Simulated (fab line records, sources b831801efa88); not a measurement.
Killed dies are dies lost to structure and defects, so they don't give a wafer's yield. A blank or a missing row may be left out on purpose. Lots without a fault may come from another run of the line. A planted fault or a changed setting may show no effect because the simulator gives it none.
fab line records | flow sky130
record lots=6 wafers=18 last_day=50
route steps=708 shown CONTACT@407 PAD_OPEN@708
lots that met no fault: from a run of the same line without faults
start_h: hours from the record's first day to the start of the lot's first wafer shown | wait_h: hours since the lot's step before | " the same as in the row above | L1.1+2: a row that stands for several wafers | - no value, or no start given | * or withheld: withheld | < > ~ a bound
route shown NAME@n: a module of which the file shows steps, and the number in the route of the first | usual: mean/standard deviation of fault-free wafers | same: alike in all rows | chamber/n: place in a boat | sites: the reading at each site | _std_site: their standard deviation | _edge_site: outer sites' mean less inner sites' | radius_mm: how far each site lies from the wafer's centre | mask NAME#n: copy n | behind: the tool/chamber that last shaped the wafer | hold: why the lot was held/for how many hours/how that ended | device: the transistor (n, p or np) that didn't switch | end of line: the same wafers' tests at the end of the route | a step without rows: its recipe alone | killed: dies lost to structure and defects at the first sort, not the wafer's yield | map: a wafer's dies, x killed, . not, _ none there
set.NAME: the setting as run; set.NAME@STEP: as run at that earlier step | model.NAME: the simulator's own value behind a step, which no gauge read
lots at some steps of the route; a table a step, a row a wafer
services: from which hour (start_h, from the record's first day; less than 0 if before it) a tool's chamber was out of use, for how many hours, and why
## steps
# step SKY_CONTACT_THK_MEAS_01
# recipe reads=Si3N4_of_CONTACT_CVD_00
# usual CONTACT_CVD_00_THK=74.9/1.1
# columns lot.wafer tool chamber start_h wait_h CONTACT_CVD_00_THK[nm]
L840.1 film_metro-04 - 696.64 - 74.0
L840.3 " - " " 73.3
L840.6 " - " " 74.1
L841.2 film_metro-04 - 724.15 - 73.5
L841.3 " - " " 72.8
L841.4 " - " " 74.4
L849.2 film_metro-03 - 791.25 - 74.7
L849.5 " - " " 75.1
L849.6 " - " " 74.4
L851.4 film_metro-03 - 820.88 - 76.4
L851.5 " - " " 76.1
L851.6 " - " " 76.2
L856.2 film_metro-03 - 856.95 - 76.3
L856.4 " - " " 76.6
L856.5 " - " " 77.0
L862.2 film_metro-03 - 884.00 - 74.3
L862.4 " - " " 75.9
L862.5 " - " " 75.7
# step SKY_CONTACT_HDPCVD_02
# recipe material=SiO2 target_thk_nm=565 sigma_open_frac=0.3 time_s=94.2 temp_c=600 sih4_flow_sccm=60 pressure_mtorr=6
# step SKY_CONTACT_THK_MEAS_03
# recipe reads=SiO2_of_CONTACT_HDPCVD_02
# usual CONTACT_HDPCVD_THK=565/6.4
# columns lot.wafer tool chamber start_h wait_h CONTACT_HDPCVD_THK[nm]
L840.1 film_metro-02 - 696.77 0.0 560
L840.3 " - " " 564
L840.6 " - " " 559
L841.2 film_metro-03 - 724.28 0.0 555
L841.3 " - " " 563
L841.4 " - " " 560
L849.2 film_metro-04 - 791.38 0.0 567
L849.5 " - " " 565
L849.6 " - " " 563
L851.4 film_metro-02 - 821.01 0.0 562
L851.5 " - " " 563
L851.6 " - " " 566
L856.2 film_metro-02 - 857.08 0.0 572
L856.4 " - " " 567
L856.5 " - " " 572
L862.2 film_metro-03 - 884.13 0.0 580
L862.4 " - " " 578
L862.5 " - " " 567
# step SKY_CONTACT_CMP_04
# recipe material=SiO2 down_force_psi=4 platen_rpm=60 pad_velocity_m_s=0.94248
# usual motor_current_A=11.7/1.3 time_to_endpoint_s=82/6
# columns lot.wafer tool chamber start_h wait_h motor_current_A time_to_endpoint_s
L840.3 cmp-02 3 696.83 0.0 12.8 88
L840.1 " 2 " " 11.6 86
L840.6 " 3 " " 12.2 83
L841.3 cmp-01 1 724.43 0.1 10.5 78
L841.4 " 2 " " 15.1 81
L841.2 " 3 " " 13.3 85
L849.2 cmp-01 1 791.53 0.1 10.6 75
L849.5 " 3 " " 12.9 82
L849.6 " 0 " " 10.1 76
L851.4 cmp-01 3 821.19 0.2 12.5 83
L851.6 " 0 " " 11.0 79
L851.5 " 1 " " 10.4 76
L856.2 cmp-02 2 857.23 0.1 11.7 93
L856.4 " 3 " " 12.1 89
L856.5 " 1 " " 10.3 85
L862.4 cmp-02 2 884.47 0.3 11.8 95
L862.2 " 1 " " 9.9 84
L862.5 " 2 " " 12.1 91
# step SKY_CONTACT_BOW_MEAS_05
# recipe mode=bow
# usual CONTACT_BOW=81/7
# columns lot.wafer tool chamber start_h wait_h CONTACT_BOW[um]
L840.1 film_metro-02 - 697.15 0.1 100
L840.3 " - " " 87
L840.6 " - " " 79
L841.2 film_metro-03 - 724.70 0.1 73
L841.3 " - " " 83
L841.4 " - " " 79
L849.2 film_metro-04 - 791.75 0.2 87
L849.5 " - " " 75
L849.6 " - " " 80
L851.4 film_metro-04 - 821.40 0.2 75
L851.5 " - " " 78
L851.6 " - " " 89
L856.2 film_metro-04 - 857.45 0.2 85
L856.4 " - " " 76
L856.5 " - " " 71
L862.2 film_metro-02 - 884.80 0.1 84
L862.4 " - " " 86
L862.5 " - " " 76
# step SKY_CONTACT_DEHYDRATE_06
# recipe temp_c=200 time_s=60
# step SKY_CONTACT_HMDS_07
# recipe prime_time_s=60 prime_temp_c=120
# step SKY_CONTACT_COAT_08
# recipe resist=BARC temp_c=withheld time_s=withheld spin_rpm=3000 resist_thk_nm=60
# step SKY_CONTACT_COAT_09
# recipe resist=KrF-thick spin_rpm=3000 resist_thk_nm=450
# step SKY_CONTACT_SOFTBAKE_10
# recipe temp_c=100 time_s=90 resist=KrF-thick
# step SKY_CONTACT_EXPOSE_11
# recipe mask_id=CTM1 na=0.8 source_shape=annular sigma_inner=0.55 sigma_outer=0.85 target_cd_nm=170 dose_mj=38
# step SKY_CONTACT_PEB_12
# recipe peb_temp_c=withheld peb_time_s=withheld resist=KrF-thick
# step SKY_CONTACT_DEVELOP_13
# recipe develop_time_s=60 resist=KrF-thick dev_temp_c=21
# columns lot.wafer tool chamber start_h wait_h
L840.1+3+6 litho_track-01 0 724 -
L841.2+3+4 litho_track-04 0 751 -
L849.2+5+6 litho_track-04 0 818 -
L851.4+5+6 litho_track-04 0 847 -
L856.2+4+5 litho_track-03 0 883 -
L862.2+4+5 litho_track-03 0 909 -
# step SKY_CONTACT_CD_MEAS_14
# recipe target_cd_nm=170
# usual cd_nm=169.8/1.4
# columns lot.wafer tool chamber start_h wait_h cd_nm
L840.1 cd_sem-02 - 724.20 - 170.2
L840.3 " - " " 169.6
L840.6 " - " " 170.0
L841.2 cd_sem-02 - 751.26 - 170.8
L841.3 " - " " 168.7
L841.4 " - " " 169.8
L849.2 cd_sem-02 - 818.81 - 174.1
L849.5 " - " " 175.5
L849.6 " - " " 175.6
L851.4 cd_sem-01 - 848.00 - 173.4
L851.5 " - " " 173.8
L851.6 " - " " 174.5
L856.2 cd_sem-02 - 883.75 - 172.3
L856.4 " - " " 171.1
L856.5 " - " " 172.0
L862.2 cd_sem-02 - 909.95 - 171.7
L862.4 " - " " 171.2
L862.5 " - " " 171.5
# step SKY_CONTACT_OVL_MEAS_15
# usual CONTACT_OVL=0/4.7
# columns lot.wafer tool chamber start_h wait_h CONTACT_OVL[nm]
L840.1 overlay-02 - 724.32 0.1 5
L840.3 " - " " 8
L840.6 " - " " 2
L841.2 overlay-01 - 751.37 0.1 -2
L841.3 " - " " 1
L841.4 " - " " -7
L849.2 overlay-01 - 818.92 0.1 7
L849.5 " - " " -5
L849.6 " - " " 0
L851.4 overlay-01 - 848.08 0.1 5
L851.5 " - " " 9
L851.6 " - " " 3
L856.2 overlay-02 - 883.86 0.1 4
L856.4 " - " " -2
L856.5 " - " " 0
L862.2 overlay-02 - 910.06 0.1 3
L862.4 " - " " -5
L862.5 " - " " -2
# step SKY_CONTACT_ETCH_16
# recipe chemistry=N2/H2 target=BARC ion_energy_ev=200 source_w=500 bias_w=100 pressure_mtorr=30 n2_flow_sccm=100 h2_flow_sccm=200 stop_on=SiO2 time_s=45.9 target_depth_a=600
# usual drypump_motor_current_A=5.6/0.39 n2_flow_sccm=100.0/0.31 oes_product_au=0.854/0.0042 throttle_valve_pct=13.225/0.0094
# columns lot.wafer tool chamber start_h wait_h drypump_motor_current_A n2_flow_sccm oes_product_au rf_hours_counter_h throttle_valve_pct model.CONTACT.cd_nm
L840.1 rie_diel-01 0 724.35 0.0 5.9 100.2 0.859 3 13.224 169.7
L840.3 " 0 " " 5.9 100.3 0.854 - 13.213 169.4
L840.6 " 2 " " 5.3 99.3 0.847 - 13.219 169.8
L841.2 rie_diel-03 2 751.40 0.0 6.0 100.0 0.859 14 13.219 169.9
L841.3 " 3 " " 6.2 99.8 0.854 24 13.256 167.3
L841.4 " 1 " " 5.1 100.4 0.859 14 13.209 170.3
L849.2 rie_diel-03 2 818.95 0.0 6.0 100.1 0.856 16 13.234 173.1
L849.5 " 2 " " 6.0 99.9 0.858 - 13.214 175
L849.6 " 1 " " 5.1 99.5 0.851 - 13.220 174.7
L851.4 rie_diel-03 1 848.12 0.0 5.1 100.1 0.852 - 13.233 173.1
L851.5 " 2 " " 6.0 100.6 0.851 - 13.221 174
L851.6 " 0 " " 5.2 100.6 0.853 - 13.207 175.3
L856.2 rie_diel-03 3 883.89 0.0 6.2 99.6 0.857 28 13.228 171.8
L856.4 " 1 " " 5.1 100.6 0.856 18 13.205 170.6
L856.5 " 1 " " 5.1 100.4 0.852 - 13.221 171.9
L862.2 rie_diel-03 3 910.09 0.0 6.2 100.0 0.854 29 13.217 171
L862.4 " 1 " " 5.1 100.0 0.855 19 13.233 171.6
L862.5 " 3 " " 6.2 99.9 0.846 - 13.227 170.9
# step SKY_CONTACT_ETCH_17
# recipe target=SiO2 chemistry=C4F8/O2/Ar stop_on=Si3N4 mask_material=KrF-thick source_w=1500 bias_w=1223 pressure_mtorr=40 c4f8_flow_sccm=withheld O2_flow_sccm=6 Ar_flow_sccm=300 time_s=withheld target_depth_a=3400
# usual oes_product_au=0.891/0.0049
# columns lot.wafer tool chamber start_h wait_h oes_product_au
L840.1 rie_diel-01 0 724.42 0.0 0.898
L840.3 " 0 " " 0.893
L840.6 " 2 " " 0.896
L841.2 rie_diel-03 2 751.44 0.0 0.899
L841.3 " 3 " " 0.891
L841.4 " 1 " " 0.894
L849.2 rie_diel-03 2 818.99 0.0 0.884
L849.5 " 2 " " 0.896
L849.6 " 1 " " 0.890
L851.4 rie_diel-03 1 848.17 0.0 0.894
L851.5 " 2 " " 0.889
L851.6 " 0 " " 0.890
L856.2 rie_diel-03 3 883.93 0.0 0.892
L856.4 " 1 " " 0.886
L856.5 " 1 " " 0.883
L862.2 rie_diel-03 3 910.13 0.0 0.890
L862.4 " 1 " " 0.891
L862.5 " 3 " " 0.894
# step SKY_CONTACT_ETCH_18
# recipe target=Si3N4 chemistry=CHF3/O2 stop_on=TiN source_w=600 bias_w=200 pressure_mtorr=40 chf3_flow_sccm=50 O2_flow_sccm=5 time_s=39 target_depth_a=750
# usual drypump_motor_current_A=5.6/0.39 oes_product_au=0.852/0.0078 throttle_valve_pct=8.792/0.0092
# columns lot.wafer tool chamber start_h wait_h drypump_motor_current_A oes_product_au rf_hours_counter_h throttle_valve_pct model.CONTACT.cd_nm
L840.1 rie_diel-01 0 - - 5.9 0.849 3 8.795 169.7
L840.3 " 0 " " 5.9 0.846 - 8.795 169.2
L840.6 " 2 " " 5.3 0.844 - 8.794 170.3
L841.2 rie_diel-03 2 - - 6.0 0.833 14 8.780 169.9
L841.3 " 3 " " 6.2 0.832 24 8.787 167
L841.4 " 1 " " 5.1 0.844 14 8.786 170.1
L849.2 rie_diel-03 2 - - 6.0 0.857 16 8.797 173.6
L849.5 " 2 " " 6.0 0.853 - 8.797 175.4
L849.6 " 1 " " 5.1 0.847 - 8.784 174.7
L851.4 rie_diel-03 1 - - 5.1 0.863 - 8.810 172.8
L851.5 " 2 " " 6.0 0.855 - 8.787 174.2
L851.6 " 0 " " 5.2 0.868 - 8.793 175.4
L856.2 rie_diel-03 3 - - 6.2 0.861 28 8.793 171.6
L856.4 " 1 " " 5.1 0.862 18 8.785 170.8
L856.5 " 1 " " 5.1 0.864 - 8.795 171.7
L862.2 rie_diel-03 3 - - 6.2 0.839 29 8.776 170.7
L862.4 " 1 " " 5.1 0.862 19 8.803 171.3
L862.5 " 3 " " 6.2 0.855 - 8.788 170.4
# step SKY_CONTACT_STRIP_19
# recipe chemistry=O2/N2 power_w=1400 pressure_mtorr=1500 platen_temp_c=withheld o2_flow_sccm=3000 n2_flow_sccm=300 overash_fraction=0.5
# usual drypump_motor_current_A=5.69/0.29 n2_flow_sccm=300.1/0.84 oes_product_au=0.381/0.0047 strip_time_to_endpoint_s=3.61/0.032
# columns lot.wafer tool chamber start_h wait_h drypump_motor_current_A n2_flow_sccm oes_product_au rf_hours_counter_h strip_time_to_endpoint_s
L840.1 plasma_asher-03 1 724.55 - 6.17 300.2 0.375 29 3.63
L840.3 " 1 " " 6.15 300.3 0.384 - 3.63
L840.6 " 1 " " 6.20 299.9 0.384 - 3.59
L841.2 plasma_asher-04 1 751.53 - 5.72 299.8 0.378 62 3.55
L841.3 " 1 " " 5.71 300.1 0.380 - 3.58
L841.4 " 0 " " 5.86 298.8 0.386 - 3.56
L849.2 plasma_asher-01 1 819.08 - 5.48 301.1 0.375 7 3.57
L849.5 " 1 " " 5.46 299.3 0.377 - 3.57
L849.6 " 0 " " 5.28 298.6 0.382 - 3.57
L851.4 plasma_asher-03 1 848.26 - 6.18 300.2 0.387 - 3.53
L851.5 " 1 " " 6.18 299.8 0.382 - 3.54
L851.6 " 0 " " 5.79 300.0 0.385 - 3.58
L856.2 plasma_asher-03 0 884.02 - 5.81 299.6 0.385 46 3.64
L856.4 " 1 " " 6.23 299.8 0.384 - 3.61
L856.5 " 0 " " 5.80 298.7 0.381 - 3.59
L862.2 plasma_asher-01 1 910.22 - 5.50 299.2 0.366 17 3.58
L862.4 " 1 " " 5.47 298.8 0.388 - 3.55
L862.5 " 1 " " 5.48 300.2 0.391 - 3.61
# step SKY_PAD_OPEN_PROBE_99
# usual killed_at_M0_to_M3=42/6.4 killed_at_M4_up=2.9/1.7 killed_at_contacts=25/5.2 killed_at_front_end=16/4.4 killed_at_other=0.4/0.65 killed_dies=86/9.2 killed_open=47/6.6 killed_short=39/5.8
# same gross_dies=492 killed_at_back_side=0
# columns lot.wafer tool chamber start_h wait_h killed_at_M0_to_M3 killed_at_M4_up killed_at_contacts killed_at_front_end killed_at_other killed_dies killed_open killed_short
L840.1 prober-01 - 1064.21 0.1 44 2 24 12 0 82 39 43
L840.3 prober-01 - 1064.31 0.2 55 3 22 14 1 95 53 41
L840.6 prober-01 - 1064.46 0.2 34 1 21 12 0 68 39 29
L851.4 prober-01 - 1159.12 0.2 47 1 28 19 2 97 47 49
L851.5 prober-01 - 1159.17 0.2 46 0 30 6 0 82 47 34
L851.6 prober-01 - 1159.22 0.2 46 5 24 20 0 95 47 47
# killed by level:class
L840.1 VIA1:geometric_particle:open=12 METAL2:geometric_particle:short=9 CONTACT:geometric_particle:open=8 FIELD_ISO:geometric_particle:short=5 LI_CONTACT:geometric_particle:open=5 LOCAL_INTERCONNECT:geometric_particle:short=5 VIA1:geometric_particle:short=5 VIA3:geometric_particle:short=5
L840.3 CONTACT:geometric_particle:open=12 VIA2:geometric_particle:open=8 METAL1:geometric_particle:short=7 VIA1:geometric_particle:short=7 LI_CONTACT:geometric_particle:open=6 VIA1:geometric_particle:open=6 METAL3:geometric_particle:short=6 METAL2:geometric_particle:short=5
L840.6 CONTACT:geometric_particle:open=12 VIA1:geometric_particle:open=7 VIA2:geometric_particle:open=6 METAL1:geometric_particle:short=5 VIA3:geometric_particle:open=5 FIELD_ISO:geometric_particle:short=3 FIELD_ISO:geometric_particle:open=3 VIA3:geometric_particle:short=3
L851.4 VIA3:geometric_particle:open=9 VIA2:geometric_particle:open=8 CONTACT:geometric_particle:open=7 LI_CONTACT:geometric_particle:short=6 LOCAL_INTERCONNECT:geometric_particle:short=6 METAL2:geometric_particle:short=6 VIA1:geometric_particle:open=6 FIELD_ISO:geometric_particle:open=5
L851.5 LI_CONTACT:geometric_particle:open=12 VIA1:geometric_particle:open=12 VIA3:geometric_particle:open=10 METAL2:geometric_particle:short=6 CONTACT:geometric_particle:open=6 CONTACT:geometric_particle:short=6 METAL1:geometric_particle:short=4 LI_CONTACT:geometric_particle:short=3
L851.6 VIA1:geometric_particle:open=10 LI_CONTACT:geometric_particle:open=10 POLY_GATE:geometric_particle:short=6 CONTACT:geometric_particle:open=6 METAL1:geometric_particle:short=6 VIA1:geometric_particle:short=5 METAL2:geometric_particle:short=5 VIA3:geometric_particle:open=5
## services
# columns tool chamber start_h hours kind
cmp-01 - 679.36 1.5 repair
rie_diel-01 - 696.57 2.8 pm
cmp-01 - 700.60 0.5 repair
cmp-01 - 703.89 0.9 repair
rie_diel-01 - 703.91 14.6 pm
rie_diel-01 3 720.52 4.3 repair
cmp-02 - 723.26 3.2 repair
cmp-01 - 734.78 4.2 pm
cmp-01 - 744.34 4.0 pm
cmp-02 - 752.22 2.7 pm
cmp-02 - 758.24 0.6 repair
cmp-01 - 773.65 0.3 repair
cmp-01 - 775.41 0.7 repair
cmp-02 - 775.45 1.4 repair
rie_diel-03 0 792.47 9.0 repair
rie_diel-01 2 821.71 4.1 repair
cmp-02 - 841.17 0.8 repair
rie_diel-03 3 842.44 16.7 repair
cmp-01 - 844.89 1.4 repair
rie_diel-01 1 851.81 9.4 repair
rie_diel-03 - 866.49 10.2 repair
rie_diel-03 2 875.81 4.5 repair
cmp-01 - 877.56 12.4 pm
plasma_asher-03 - 881.48 0.7 repair
## key
first_sign step=SKY_CONTACT_CD_MEAS_14 reading=cd_nm direction=up sigmas=3.4 usual=169.8 struck=174.5
effect none on later readings
model_effect step=SKY_CONTACT_ETCH_16 value=CONTACT.cd_nm without=170.5 struck=174.2
model_effect step=SKY_CONTACT_ETCH_18 value=CONTACT.cd_nm without=170.6 struck=174.3
met_at SKY_CONTACT_DEVELOP_13
struck_wafers L849.2,L849.5,L849.6,L851.4,L851.5,L851.6
tester_left_out L849,L851
also_fits SKY_CONTACT_CMP_04:cmp-01
fault kind=process_parameter_drift tool=litho_track-04 chamber=- onset_h=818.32 steps=SKY_CONTACT_DEVELOP_13 channel=develop_time_s offset=* shape=step end_h=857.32 acts_in=* stated=*
# tester_left_out: of these lots the tester's yield and bins aren't shown, on N5 and GAA mostly nor the transistor test; their killed dies are dies lost to structure and defects alone, not to doping, threshold or leakage, so they don't give the yield
